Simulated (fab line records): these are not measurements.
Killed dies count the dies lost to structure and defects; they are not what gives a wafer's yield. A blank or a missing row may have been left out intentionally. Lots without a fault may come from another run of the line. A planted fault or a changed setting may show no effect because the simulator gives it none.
What tool caused it? / flow sky130 / Sampling: 14 lots, 41 wafers, 5 of 708 route steps

## WHAT THE GAUGES SHOWED, per wafer
SKY_PAD_OPEN_BOW_MEAS_13. Usual: PAD_OPEN_BOW typically reads 47 um, with standard deviation 8.5.
lot=L343; measured=day 47 13:49; on=film_metro-04; PAD_OPEN_BOW (um)=54 52 47; flag=
lot=L344; measured=day 47 20:13; on=film_metro-01; PAD_OPEN_BOW (um)=33 33 44; flag=
lot=L346; measured=day 48 06:51; on=film_metro-01; PAD_OPEN_BOW (um)=31 56 52; flag=
lot=L349; measured=day 48 08:30; on=film_metro-01; PAD_OPEN_BOW (um)=52 35; flag=
lot=L352; measured=day 48 11:32; on=film_metro-01; PAD_OPEN_BOW (um)=53; flag=
lot=L356; measured=day 48 17:13; on=film_metro-03; PAD_OPEN_BOW (um)=50 47 61; flag=
lot=L355; measured=day 48 19:26; on=film_metro-04; PAD_OPEN_BOW (um)=48 31 43; flag=
lot=L357; measured=day 52 04:56; on=film_metro-03; PAD_OPEN_BOW (um)=58 51 67; flag=
lot=L361; measured=day 52 13:19; on=film_metro-01; PAD_OPEN_BOW (um)=58 55 63; flag=
lot=L363; measured=day 52 15:49; on=film_metro-03; PAD_OPEN_BOW (um)=49 43 49; flag=
lot=L359; measured=day 52 17:02; on=film_metro-04; PAD_OPEN_BOW (um)=56 46 34; flag=
lot=L364; measured=day 52 17:22; on=film_metro-03; PAD_OPEN_BOW (um)=43 46 31; flag=
lot=L366; measured=day 52 18:32; on=film_metro-04; PAD_OPEN_BOW (um)=56 51 56; flag=
lot=L362; measured=day 52 20:05; on=film_metro-03; PAD_OPEN_BOW (um)=50 39 44; flag=

## EACH LOT AND THE TOOL THAT RAN IT (in order: tool; ch and the chambers of the sampled wafers; start)
lot=L343; SKY_METAL5_DESCUM_14=rie_metal-02 ch 0,1, day 45 15:13; SKY_PASSIVATION_CVD_02=pecvd-03 ch 1,2, day 45 16:13; SKY_PASSIVATION_ETCH_11=rie_diel-04 ch 2,3, day 46 14:00; SKY_PASSIVATION_STRIP_12=plasma_asher-01 ch 1, day 46 14:06
lot=L344; SKY_METAL5_DESCUM_14=rie_metal-03 ch 0, day 45 19:54; SKY_PASSIVATION_CVD_02=pecvd-03 ch 0,1,2, day 45 21:35; SKY_PASSIVATION_ETCH_11=rie_diel-02 ch 0,1,3, day 46 19:39; SKY_PASSIVATION_STRIP_12=plasma_asher-01 ch 0,1, day 46 19:45
lot=L346; SKY_METAL5_DESCUM_14=rie_metal-02 ch 0,1, day 46 07:25; SKY_PASSIVATION_CVD_02=pecvd-02 ch 0,1,2, day 46 08:23; SKY_PASSIVATION_ETCH_11=rie_diel-02 ch 1,2,3, day 47 06:30; SKY_PASSIVATION_STRIP_12=plasma_asher-01 ch 1, day 47 06:36
lot=L349; SKY_METAL5_DESCUM_14=rie_metal-01 ch 0,1, day 46 10:40; SKY_PASSIVATION_CVD_02=pecvd-04 ch 0,2, day 46 11:37; SKY_PASSIVATION_ETCH_11=rie_diel-02 ch 0,2,3, day 47 08:34; SKY_PASSIVATION_STRIP_12=plasma_asher-04 ch 0,1, day 47 08:41
lot=L352; SKY_METAL5_DESCUM_14=rie_metal-01 ch 0,1, day 46 11:10; SKY_PASSIVATION_CVD_02=pecvd-03 ch 0,1, day 46 12:40; SKY_PASSIVATION_ETCH_11=rie_diel-02 ch 0,2, day 47 11:04; SKY_PASSIVATION_STRIP_12=plasma_asher-01 ch 0, day 47 11:13
lot=L356; SKY_METAL5_DESCUM_14=rie_metal-03 ch 0,1, day 46 18:11; SKY_PASSIVATION_CVD_02=pecvd-02 ch 0,1,2, day 46 19:35; SKY_PASSIVATION_ETCH_11=rie_diel-01 ch 1,2, day 47 18:04; SKY_PASSIVATION_STRIP_12=plasma_asher-01 ch 0,1, day 47 18:13
lot=L355; SKY_METAL5_DESCUM_14=rie_metal-01 ch 0,1, day 46 20:15; SKY_PASSIVATION_CVD_02=pecvd-04 ch 1,2, day 46 21:14; SKY_PASSIVATION_ETCH_11=rie_diel-01 ch 0,2,3, day 47 19:33; SKY_PASSIVATION_STRIP_12=plasma_asher-02 ch 0,1, day 47 19:39
lot=L357; SKY_METAL5_DESCUM_14=rie_metal-01 ch 0,1, day 50 14:43; SKY_PASSIVATION_CVD_02=pecvd-03 ch 0,1, day 50 15:40; SKY_PASSIVATION_ETCH_11=rie_diel-04 ch 0,1,3, day 51 08:46; SKY_PASSIVATION_STRIP_12=plasma_asher-01 ch 1, day 51 08:53
lot=L361; SKY_METAL5_DESCUM_14=rie_metal-01 ch 0,1, day 50 23:43; SKY_PASSIVATION_CVD_02=pecvd-02 ch 0,1, day 51 00:43; SKY_PASSIVATION_ETCH_11=rie_diel-04 ch 0,2,3, day 51 17:42; SKY_PASSIVATION_STRIP_12=plasma_asher-04 ch 0,1, day 51 17:49
lot=L363; SKY_METAL5_DESCUM_14=rie_metal-03 ch 1, day 51 02:37; SKY_PASSIVATION_CVD_02=pecvd-04 ch 1,2, day 51 03:50; SKY_PASSIVATION_ETCH_11=rie_diel-02 ch 2,3, day 51 21:01; SKY_PASSIVATION_STRIP_12=plasma_asher-04 ch 0, day 51 21:08
lot=L359; SKY_METAL5_DESCUM_14=rie_metal-02 ch 0,1, day 51 03:31; SKY_PASSIVATION_CVD_02=pecvd-02 ch 0,2, day 51 04:28; SKY_PASSIVATION_ETCH_11=rie_diel-04 ch 0,1,3, day 51 21:24; SKY_PASSIVATION_STRIP_12=plasma_asher-01 ch 0,1, day 51 21:31
lot=L364; SKY_METAL5_DESCUM_14=rie_metal-01 ch 0,1, day 51 03:40; SKY_PASSIVATION_CVD_02=pecvd-03 ch 0,2, day 51 04:43; SKY_PASSIVATION_ETCH_11=rie_diel-02 ch 1,2,3, day 51 22:18; SKY_PASSIVATION_STRIP_12=plasma_asher-04 ch 0,1, day 51 22:23
lot=L366; SKY_METAL5_DESCUM_14=rie_metal-01 ch 0,1, day 51 05:21; SKY_PASSIVATION_CVD_02=pecvd-04 ch 1,2, day 51 06:22; SKY_PASSIVATION_ETCH_11=rie_diel-02 ch 1,2,3, day 51 23:18; SKY_PASSIVATION_STRIP_12=plasma_asher-02 ch 0,1, day 51 23:24
lot=L362; SKY_METAL5_DESCUM_14=rie_metal-02 ch 0,1, day 51 06:27; SKY_PASSIVATION_CVD_02=pecvd-02 ch 0,2, day 51 07:25; SKY_PASSIVATION_ETCH_11=rie_diel-04 ch 0,3, day 52 00:36; SKY_PASSIVATION_STRIP_12=plasma_asher-02 ch 0,1, day 52 00:43
- SKY_METAL5_DESCUM_14: chemistry O2, time 11 s.
- SKY_PASSIVATION_CVD_02: deposits Si3N4, target thk 540 nm.
- SKY_PASSIVATION_ETCH_11: etches the open film in CF4/O2, stops on AlCu, target depth 725 nm, time 161.1 s.
- SKY_PASSIVATION_STRIP_12: strips in O2/N2.

## WHAT THE TOOLS THEMSELVES READ (means of the sampled wafers that have a number; where no wafer has one, the mark that the record gives instead)
SKY_METAL5_DESCUM_14. Usual: drypump_motor_current_A 5.4 A, standard deviation 0.31; oes_product_au 1.005 a.u., standard deviation 0.012; temp_c 39.99 C, standard deviation 0.12.
lot=L343; tool=rie_metal-02; drypump_motor_current_A (A)=5.8; oes_product_au (a.u.)=0.992; temp_c (C)=40.00; flag=
lot=L344; tool=rie_metal-03; drypump_motor_current_A (A)=5.7; oes_product_au (a.u.)=1.023; temp_c (C)=39.97; flag=
lot=L346; tool=rie_metal-02; drypump_motor_current_A (A)=5.8; oes_product_au (a.u.)=1.003; temp_c (C)=39.99; flag=
lot=L349; tool=rie_metal-01; drypump_motor_current_A (A)=5.2; oes_product_au (a.u.)=1.008; temp_c (C)=39.94; flag=
lot=L352; tool=rie_metal-01; drypump_motor_current_A (A)=5.2; oes_product_au (a.u.)=1.008; temp_c (C)=40.02; flag=
lot=L356; tool=rie_metal-03; drypump_motor_current_A (A)=5.5; oes_product_au (a.u.)=1.003; temp_c (C)=40.00; flag=
lot=L355; tool=rie_metal-01; drypump_motor_current_A (A)=5.2; oes_product_au (a.u.)=1.011; temp_c (C)=39.85; flag=
lot=L357; tool=rie_metal-01; drypump_motor_current_A (A)=5.1; oes_product_au (a.u.)=1.005; temp_c (C)=40.02; flag=
lot=L361; tool=rie_metal-01; drypump_motor_current_A (A)=5.1; oes_product_au (a.u.)=1.007; temp_c (C)=39.95; flag=
lot=L363; tool=rie_metal-03; drypump_motor_current_A (A)=5.0; oes_product_au (a.u.)=0.992; temp_c (C)=40.07; flag=
lot=L359; tool=rie_metal-02; drypump_motor_current_A (A)=5.7; oes_product_au (a.u.)=1.003; temp_c (C)=40.03; flag=
lot=L364; tool=rie_metal-01; drypump_motor_current_A (A)=5.2; oes_product_au (a.u.)=1.008; temp_c (C)=40.14; flag=
lot=L366; tool=rie_metal-01; drypump_motor_current_A (A)=5.2; oes_product_au (a.u.)=1.005; temp_c (C)=39.90; flag=
lot=L362; tool=rie_metal-02; drypump_motor_current_A (A)=5.6; oes_product_au (a.u.)=1.003; temp_c (C)=39.96; flag=

SKY_PASSIVATION_CVD_02. Usual: heater_power_outer_w 430 W, standard deviation 58; heater_power_w 713 W, standard deviation 64.
lot=L343; tool=pecvd-03; heater_power_outer_w (W)=412; heater_power_w (W)=679; flag=
lot=L344; tool=pecvd-03; heater_power_outer_w (W)=453; heater_power_w (W)=731; flag=
lot=L346; tool=pecvd-02; heater_power_outer_w (W)=408; heater_power_w (W)=700; flag=
lot=L349; tool=pecvd-04; heater_power_outer_w (W)=419; heater_power_w (W)=676; flag=
lot=L352; tool=pecvd-03; heater_power_outer_w (W)=372; heater_power_w (W)=624; flag=
lot=L356; tool=pecvd-02; heater_power_outer_w (W)=420; heater_power_w (W)=728; flag=
lot=L355; tool=pecvd-04; heater_power_outer_w (W)=452; heater_power_w (W)=779; flag=
lot=L357; tool=pecvd-03; heater_power_outer_w (W)=414; heater_power_w (W)=683; flag=
lot=L361; tool=pecvd-02; heater_power_outer_w (W)=414; heater_power_w (W)=697; flag=
lot=L363; tool=pecvd-04; heater_power_outer_w (W)=417; heater_power_w (W)=701; flag=
lot=L359; tool=pecvd-02; heater_power_outer_w (W)=432; heater_power_w (W)=703; flag=
lot=L364; tool=pecvd-03; heater_power_outer_w (W)=477; heater_power_w (W)=754; flag=
lot=L366; tool=pecvd-04; heater_power_outer_w (W)=441; heater_power_w (W)=748; flag=
lot=L362; tool=pecvd-02; heater_power_outer_w (W)=454; heater_power_w (W)=737; flag=

SKY_PASSIVATION_ETCH_11. Usual: O2_flow_sccm 10.00 sccm, standard deviation 0.031; drypump_motor_current_A 5.7 A, standard deviation 0.61; oes_product_au 0.978 a.u., standard deviation 0.0078; throttle_valve_pct 5.965 %, standard deviation 0.0093.
lot=L343; tool=rie_diel-04; O2_flow_sccm (sccm)=9.97; drypump_motor_current_A (A)=6.3; oes_product_au (a.u.)=0.976; throttle_valve_pct (%)=5.960; flag=
lot=L344; tool=rie_diel-02; O2_flow_sccm (sccm)=10.00; drypump_motor_current_A (A)=5.2; oes_product_au (a.u.)=0.980; throttle_valve_pct (%)=5.970; flag=
lot=L346; tool=rie_diel-02; O2_flow_sccm (sccm)=10.00; drypump_motor_current_A (A)=5.1; oes_product_au (a.u.)=0.975; throttle_valve_pct (%)=5.970; flag=
lot=L349; tool=rie_diel-02; O2_flow_sccm (sccm)=10.04; drypump_motor_current_A (A)=5.1; oes_product_au (a.u.)=0.951; throttle_valve_pct (%)=5.960; flag=OFF
lot=L352; tool=rie_diel-02; O2_flow_sccm (sccm)=9.99; drypump_motor_current_A (A)=4.9; oes_product_au (a.u.)=0.933; throttle_valve_pct (%)=5.953; flag=OFF
lot=L356; tool=rie_diel-01; O2_flow_sccm (sccm)=9.99; drypump_motor_current_A (A)=5.7; oes_product_au (a.u.)=0.986; throttle_valve_pct (%)=5.959; flag=
lot=L355; tool=rie_diel-01; O2_flow_sccm (sccm)=9.99; drypump_motor_current_A (A)=5.2; oes_product_au (a.u.)=0.979; throttle_valve_pct (%)=5.963; flag=
lot=L357; tool=rie_diel-04; O2_flow_sccm (sccm)=10.00; drypump_motor_current_A (A)=6.1; oes_product_au (a.u.)=0.972; throttle_valve_pct (%)=5.972; flag=
lot=L361; tool=rie_diel-04; O2_flow_sccm (sccm)=10.00; drypump_motor_current_A (A)=6.1; oes_product_au (a.u.)=0.978; throttle_valve_pct (%)=5.963; flag=
lot=L363; tool=rie_diel-02; O2_flow_sccm (sccm)=10.02; drypump_motor_current_A (A)=4.9; oes_product_au (a.u.)=0.977; throttle_valve_pct (%)=5.969; flag=
lot=L359; tool=rie_diel-04; O2_flow_sccm (sccm)=10.00; drypump_motor_current_A (A)=6.1; oes_product_au (a.u.)=0.982; throttle_valve_pct (%)=5.968; flag=
lot=L364; tool=rie_diel-02; O2_flow_sccm (sccm)=9.98; drypump_motor_current_A (A)=5.1; oes_product_au (a.u.)=0.983; throttle_valve_pct (%)=5.964; flag=
lot=L366; tool=rie_diel-02; O2_flow_sccm (sccm)=9.99; drypump_motor_current_A (A)=5.1; oes_product_au (a.u.)=0.980; throttle_valve_pct (%)=5.957; flag=
lot=L362; tool=rie_diel-04; O2_flow_sccm (sccm)=10.00; drypump_motor_current_A (A)=5.9; oes_product_au (a.u.)=0.973; throttle_valve_pct (%)=5.970; flag=

SKY_PASSIVATION_STRIP_12. Usual: drypump_motor_current_A 5.81 A, standard deviation 0.058; oes_product_au 0.661 a.u., standard deviation 0.0046; strip_time_to_endpoint_s 31.53 s, standard deviation 0.19.
lot=L343; tool=plasma_asher-01; drypump_motor_current_A (A)=5.78; oes_product_au (a.u.)=0.664; strip_time_to_endpoint_s (s)=31.70; flag=
lot=L344; tool=plasma_asher-01; drypump_motor_current_A (A)=5.81; oes_product_au (a.u.)=0.659; strip_time_to_endpoint_s (s)=31.49; flag=
lot=L346; tool=plasma_asher-01; drypump_motor_current_A (A)=5.75; oes_product_au (a.u.)=0.659; strip_time_to_endpoint_s (s)=31.54; flag=
lot=L349; tool=plasma_asher-04; drypump_motor_current_A (A)=5.83; oes_product_au (a.u.)=0.661; strip_time_to_endpoint_s (s)=32.02; flag=
lot=L352; tool=plasma_asher-01; drypump_motor_current_A (A)=5.92; oes_product_au (a.u.)=0.664; strip_time_to_endpoint_s (s)=32.04; flag=
lot=L356; tool=plasma_asher-01; drypump_motor_current_A (A)=5.82; oes_product_au (a.u.)=0.664; strip_time_to_endpoint_s (s)=31.35; flag=
lot=L355; tool=plasma_asher-02; drypump_motor_current_A (A)=5.79; oes_product_au (a.u.)=0.661; strip_time_to_endpoint_s (s)=31.58; flag=
lot=L357; tool=plasma_asher-01; drypump_motor_current_A (A)=5.75; oes_product_au (a.u.)=0.660; strip_time_to_endpoint_s (s)=31.39; flag=
lot=L361; tool=plasma_asher-04; drypump_motor_current_A (A)=5.80; oes_product_au (a.u.)=0.666; strip_time_to_endpoint_s (s)=31.59; flag=
lot=L363; tool=plasma_asher-04; drypump_motor_current_A (A)=5.81; oes_product_au (a.u.)=0.666; strip_time_to_endpoint_s (s)=31.51; flag=
lot=L359; tool=plasma_asher-01; drypump_motor_current_A (A)=5.86; oes_product_au (a.u.)=0.659; strip_time_to_endpoint_s (s)=31.51; flag=
lot=L364; tool=plasma_asher-04; drypump_motor_current_A (A)=5.80; oes_product_au (a.u.)=0.660; strip_time_to_endpoint_s (s)=31.56; flag=
lot=L366; tool=plasma_asher-02; drypump_motor_current_A (A)=5.80; oes_product_au (a.u.)=0.658; strip_time_to_endpoint_s (s)=31.76; flag=
lot=L362; tool=plasma_asher-02; drypump_motor_current_A (A)=5.78; oes_product_au (a.u.)=0.664; strip_time_to_endpoint_s (s)=31.65; flag=

## THE ANSWER, worked out from the rows above alone
Rule: a lot is off if the mean of its wafers that have a number lies more than 3 standard deviations from the usual mean. A lot without any number at a reading at which 4 lots or more have one is off too. Where the step has rows for the other lots, those lots are counted as sound. After the gauges, taken in route order, come the tools' own readings; for these a lot's mean is taken, as printed above. The first step at which some lot is off is used, and at that step the reading that is off furthest; a lot without a number counts as furthest.
Off: L349, L352 (SKY_PASSIVATION_ETCH_11, oes_product_au).
If a tool, at that step or one of the process steps before it, ran each lot that is off and ran no sound lot following the first of them, it fits. No candidate that was tried fits.

## WHAT THE SIMULATOR PUT IN
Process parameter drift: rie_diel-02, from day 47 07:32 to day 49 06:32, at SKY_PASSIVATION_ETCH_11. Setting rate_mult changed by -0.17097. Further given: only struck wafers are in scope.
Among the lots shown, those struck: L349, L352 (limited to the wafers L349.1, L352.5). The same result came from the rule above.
